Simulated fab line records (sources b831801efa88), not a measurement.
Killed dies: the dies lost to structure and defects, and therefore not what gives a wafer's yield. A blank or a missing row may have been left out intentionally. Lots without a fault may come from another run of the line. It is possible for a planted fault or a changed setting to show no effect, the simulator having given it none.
Struck lot and sound lot, side by side + flow sfq_line + 21 out of 325 route steps
Sound: the wafers L926.1, L926.2, L926.3. Struck: wafer L923.6. (L923.1, L923.3 of the same lot were not struck and are left out.) The cause comes at the end.
At each step with rows: each side's tool, then ch and its chambers, then its first start. Under that, the readings that differ: sound wafers + struck wafers + difference of the means + sigmas: that difference in standard deviations of wafers without a fault.
alike: a reading whose means differ by less than 2 such deviations, as well as words and numbers matching on both sides. not compared: withheld readings; readings where some wafer has no value; bounds like >300 that might hide an equal value; numbers whose values overlap and for which the record gives no deviation.
A row with sigmas, a row that says differs or no value, or rows on one side alone: a step with any of these is where the two part. Numbers that have no deviation but don't overlap get no sigmas and don't part them. A reading that every wafer of one side lacks parts them only if that side has two wafers or more.

SFQ_TRILAYER_M5_BARC_OPEN_METAL_ETCH_161: etches BARC in O2, target depth 125 nm, time 41.7 s.
  sound on rie_metal-03 ch 0,1, day 60 11:56; struck on rie_metal-01 ch 0, day 55 03:13
  alike: drypump_motor_current_A, oes_product_au
  not compared: rf_hours_counter_h
SFQ_TRILAYER_M5_ETCH_METAL_ETCH_126: etches Nb in Cl2/BCl3, stops on SiO2, time 203.2 s, target depth 265 nm.
  sound on rie_metal-03 ch 0,1, day 60 12:00; struck on rie_metal-01 ch 0, day 55 03:16
  alike: drypump_motor_current_A, oes_product_au
  not compared: rf_hours_counter_h
then, 2 steps without rows for these wafers: SFQ_TRILAYER_M5_STRIP_STRIP_127 (strips in O2); SFQ_TRILAYER_M5_STRIP_SOLV_CLEAN_128 (cleans in NMP, time 600 s).
SFQ_TRILAYER_A5B_DEP_PECVD_129: deposits SiO2 from SiH4/N2O, time 133.33 s, target thk 600 nm.
  sound on pecvd-02 ch 0,1,2, day 60 12:59; struck on pecvd-02 ch 1, day 55 04:14
  alike: heater_power_w, throttle_valve_pct
SFQ_TRILAYER_A5B_CMP_CMP_130: polishes, stops on Nb, target thk 340.7 nm.
  sound on cmp-02 ch 0,1,3, day 60 23:25; struck on cmp-02 ch 1, day 55 11:41
  alike: motor_current_A, slurry_flow_ml_min
following that, these wafers have no rows for 1 step: SFQ_TRILAYER_A5B_METRO_MEASURE_131.
SFQ_TRILAYER_R5_DEP_SPUTTER_132: material Ti, target thk 5 nm, time 5 s.
  struck on pvd_sputter-04, day 55 14:23; sound on pvd_sputter-06, day 61 03:37
  alike: throttle_valve_pct
then, 2 steps without rows for these wafers: SFQ_TRILAYER_R5_DEP_SPUTTER_133 (material MoNx, target thk 40 nm, time 66.7 s); SFQ_TRILAYER_R5_DEP_SPUTTER_134 (material Ti, target thk 5 nm, time 5 s).
SFQ_R5_RS_MEAS_933: measures by four-point-probe.
  struck on film_metro-04, day 55 14:29; sound on film_metro-01, day 61 03:43
  alike: R5_MONX_RS
SFQ_R5_THK_MEAS_934: measures by xrf.
  struck on film_metro-04, day 55 14:36; sound on film_metro-01, day 61 03:50
  alike: R5_MONX_THK
SFQ_TRILAYER_R5_LITHO_COAT_141: resist thk 62 nm.
  sound on litho_track-01 ch 0, day 61 03:53; struck on litho_track-03 ch 0, day 55 14:40
| reading                                              | sound           | struck | difference | sigmas |
|------------------------------------------------------|-----------------|--------|------------|--------|
| model.BARC_of_TRILAYER_R5_LITHO_COAT_141.thk_nm (nm) | 61.9 61.94 61.8 | 66.95  | +5.07      |        |
  alike: exhaust_pa
then, 5 steps without rows for these wafers: SFQ_TRILAYER_R5_LITHO_COAT_136 (resist thk 600 nm); SFQ_TRILAYER_R5_LITHO_SOFTBAKE_140; SFQ_TRILAYER_R5_LITHO_EXPOSE_137 (exposes mask R5, target cd 500 nm); SFQ_TRILAYER_R5_LITHO_PEB_139 (peb time 60 s); SFQ_TRILAYER_R5_LITHO_DEVELOP_138 (time 60 s).
-- the record jumps here: 4 days lie between the struck wafers' starts before and after --
SFQ_R5_OVL_MEAS_935:
  struck on overlay-02, day 59 19:22; sound on overlay-02, day 65 08:31
  alike: R5_OVL
SFQ_TRILAYER_R5_BARC_OPEN_METAL_ETCH_177: etches BARC in O2, target depth 125 nm, time 41.7 s.
  sound on rie_metal-02 ch 0,1, day 65 08:32; struck on rie_metal-03 ch 1, day 59 19:24
| reading                  | sound             | struck | difference | sigmas |
|--------------------------|-------------------|--------|------------|--------|
| oes_product_au (a.u.)    | 0.679 0.678 0.690 | 0.705  | +0.023     | +5     |
| model.etch.depth_nm (nm) | 61.9 61.94 61.8   | 66.95  | +5.07      |        |
  alike: drypump_motor_current_A
  not compared: rf_hours_counter_h
then, 1 step without rows for these wafers: SFQ_TRILAYER_R5_ETCH_METAL_ETCH_139 (etches the open film in Cl2, stops on SiO2, target depth 60 nm, time 40 s).

WHERE THEY PART
Within this record, at SFQ_TRILAYER_R5_BARC_OPEN_METAL_ETCH_177 only.

WHY: whatever the simulator had introduced
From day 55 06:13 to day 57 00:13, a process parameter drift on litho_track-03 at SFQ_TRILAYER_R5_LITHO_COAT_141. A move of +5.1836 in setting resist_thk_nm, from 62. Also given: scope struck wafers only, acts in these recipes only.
